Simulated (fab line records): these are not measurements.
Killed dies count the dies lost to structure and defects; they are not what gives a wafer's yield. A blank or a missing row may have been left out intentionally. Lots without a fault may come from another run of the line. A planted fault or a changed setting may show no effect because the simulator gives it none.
2 desks looking at one fault	flow sky130	each desk has only its own numbers; what lay behind them comes last

## AT THE METROLOGY DESK
Means of the sampled wafers that have a number, per lot and without regard to the tool the lot ran on: this is what the gauges read. If a lot's mean is further than 4 standard deviations from the usual mean, the lot is out of limits and carries the mark OUT (the distance appears in the brackets).
Columns: A = NWELL_TW at SKY_NWELL_TW_MEAS_15, usual 1795; B = cd-nm at SKY_VT_ADJUST_NCORE_CD_MEAS_07, usual 379.5 nm
lot	first seen here	A	B
L984	day 4 11:10	1808	379.7
L985	day 4 22:56	1791	381.4
L986	day 4 23:15	1787	382.1
L988	day 5 12:07	1815	385.0
L989	day 5 20:30	1807	379.5
L991	day 6 06:00	1795	373.6
L992	day 6 11:45	1796	377.6
L993	day 6 14:10	1791	378.9
L994	day 7 00:18	1794	374.9
L998	day 7 21:27	1790	380.5
L100	day 8 12:18	1802	381.3
L101	day 8 17:03	1805	378.4
L105	day 9 14:22	1782	382.0
L106	day 10 01:25	1801	379.3
Finding of this desk: none of the 14 lots has anything out of limits.

## FOR THE TOOL OWNER'S DESK: implanter-04
For each lot that ran on this tool, the mean over its sampled wafers that have a number, from the tool's own readings at SKY_NWELL_IMPLANT_13. If a lot's mean is further than 4 standard deviations from the usual mean, the lot is out of limits and carries the mark OUT (the distance appears in the brackets).
Columns: A = dose-ions-cm2 at SKY_NWELL_IMPLANT_13, usual 7.001e+11; B = faraday-current-uA at SKY_NWELL_IMPLANT_13, usual 3.94
lot	first seen here	A	B
L993	day 6 13:56	7.010e+11	3.90
L994	day 7 00:03	6.991e+11	3.91
L998	day 7 21:12	6.086e+11 (-99 or more) OUT	3.45 (-6.4) OUT
L100	day 8 12:03	6.085e+11 (-99 or more) OUT	3.39 (-7.1) OUT
L101	day 8 16:48	6.089e+11 (-99 or more) OUT	3.48 (-6.0) OUT
This desk's verdict: out of limits on L100, L101, L998, starting with L998 at day 7 21:12 (dose-ions-cm2 at SKY_NWELL_IMPLANT_13). Within limits: L993, L994.

## TAKEN TOGETHER
The tool owner's desk had the chance to raise an alarm at day 7 21:12 on L100, L101, L998.
Metrology desk: nothing out of limits seen.
The metrology desk holds a record of L100, L101, L998, inside its limits.
On implanter-04, each named lot ran SKY_NWELL_IMPLANT_13.

## WHAT THE SIMULATOR HAD INSERTED
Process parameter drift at SKY_NWELL_IMPLANT_13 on implanter-04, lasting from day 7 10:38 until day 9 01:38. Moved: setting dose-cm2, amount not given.
Lots struck among those shown: L100, L101, L998.
How many hours passed from the start of the fault until each desk's first out-of-limits reading: the tool owner's desk, 11.
